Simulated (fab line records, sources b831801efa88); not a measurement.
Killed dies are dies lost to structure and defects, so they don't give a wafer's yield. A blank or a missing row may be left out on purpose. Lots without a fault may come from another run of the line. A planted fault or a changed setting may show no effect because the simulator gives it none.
Tool commonality check | flow gf180mcu | 14 lots, 42 wafers sampled

WHY IT WAS OPENED
At GF_VT_IMPLANT_RS_MEAS_47 the reading NWELL_RS is flagged on 2 of 14 lots. Wafers without a fault read 486.9 ohm/sq, standard deviation 1.2.
Rule: a lot is flagged when every wafer of it that has a number lies more than 4 standard deviations from that mean, or none has a number. The other lots count as sound.

lot  | measured     | on            | NWELL_RS (ohm/sq), wafer by wafer | flag
L258 | day 7 14:45  | film_metro-02 | 488.7 489.5 489.9                 |
L260 | day 8 06:14  | film_metro-01 | 486.5 486.2 486.6                 |
L261 | day 8 10:59  | film_metro-02 | 488.0 488.9 487.1                 |
L262 | day 8 15:32  | film_metro-02 | 486.5 485.7 486.3                 |
L263 | day 9 00:37  | film_metro-02 | 486.5 486.2 487.1                 |
L264 | day 9 08:34  | film_metro-02 | 488.7 489.3 488.6                 |
L265 | day 9 10:08  | film_metro-02 | 487.5 489.0 488.1                 |
L266 | day 9 20:58  | film_metro-01 | 488.2 486.5 486.7                 |
L267 | day 10 07:25 | film_metro-02 | 485.7 486.8 487.8                 |
L268 | day 10 11:02 | film_metro-04 | 487.1 486.5 487.2                 |
L269 | day 10 17:46 | film_metro-01 | 487.0 486.5 486.4                 |
L274 | day 12 02:04 | film_metro-01 | 485.2 484.7 485.0                 |
L277 | day 12 18:35 | film_metro-04 | 509.3 509.1 508.4                 | FLAGGED
L278 | day 13 11:38 | film_metro-02 | 507.8 508.2 508.3                 | FLAGGED
The numbers of the flagged lots are 508.5 ohm/sq on average: +21.6 ohm/sq against the usual, or +18 standard deviations.

WHICH TOOL RAN EACH LOT
The record holds 1 process step before the reading, out of a route of 602 steps. In each cell: the tool, then ch and the chambers that the sampled wafers went through, then the start.
lot  | flag    | GF_NWELL_IMPLANT_08
L258 |         | implanter-03 ch 0, day 3 07:19
L260 |         | implanter-03 ch 0, day 3 19:56
L261 |         | implanter-01 ch 0, day 3 23:46
L262 |         | implanter-01 ch 0, day 4 04:22
L263 |         | implanter-02 ch 0, day 4 11:13
L264 |         | implanter-02 ch 0, day 4 15:56
L265 |         | implanter-02 ch 0, day 4 20:10
L266 |         | implanter-03 ch 0, day 5 03:35
L267 |         | implanter-03 ch 0, day 5 11:01
L268 |         | implanter-02 ch 0, day 5 14:02
L269 |         | implanter-03 ch 0, day 5 20:34
L274 |         | implanter-02 ch 0, day 6 23:20
L277 | FLAGGED | implanter-03 ch 0, day 7 15:05
L278 | FLAGGED | implanter-03 ch 0, day 7 20:17
What these steps do:
- GF_NWELL_IMPLANT_08
- GF_VT_IMPLANT_RS_MEAS_47: measures by four-point-probe.

FLAGGED OVER TOTAL, TOOL BY TOOL (the gauges that took the reading come last)
step                     | tool          | lots run | flagged | share of the flagged lots | sound lots run after its first flagged lot
GF_NWELL_IMPLANT_08      | implanter-01  | 2        | 0       | none                      | -
GF_NWELL_IMPLANT_08      | implanter-02  | 5        | 0       | none                      | -
GF_NWELL_IMPLANT_08      | implanter-03  | 7        | 2       | all                       | 0
GF_VT_IMPLANT_RS_MEAS_47 | film_metro-01 | 4        | 0       | none                      | -
GF_VT_IMPLANT_RS_MEAS_47 | film_metro-02 | 8        | 1       | some                      | 0
GF_VT_IMPLANT_RS_MEAS_47 | film_metro-04 | 2        | 1       | some                      | 0

WHAT THE TABLE ALLOWS
1 row of the table ran every flagged lot: implanter-03 at GF_NWELL_IMPLANT_08.
- implanter-03 at GF_NWELL_IMPLANT_08: 2 of its 7 lots flagged. Its last sound lot is L269 (day 5 20:34), its first flagged lot L277 (day 7 15:05): a fault that began between those two fits.
One tool is left: implanter-03 at GF_NWELL_IMPLANT_08.

WHAT THE SIMULATOR HAD PUT IN
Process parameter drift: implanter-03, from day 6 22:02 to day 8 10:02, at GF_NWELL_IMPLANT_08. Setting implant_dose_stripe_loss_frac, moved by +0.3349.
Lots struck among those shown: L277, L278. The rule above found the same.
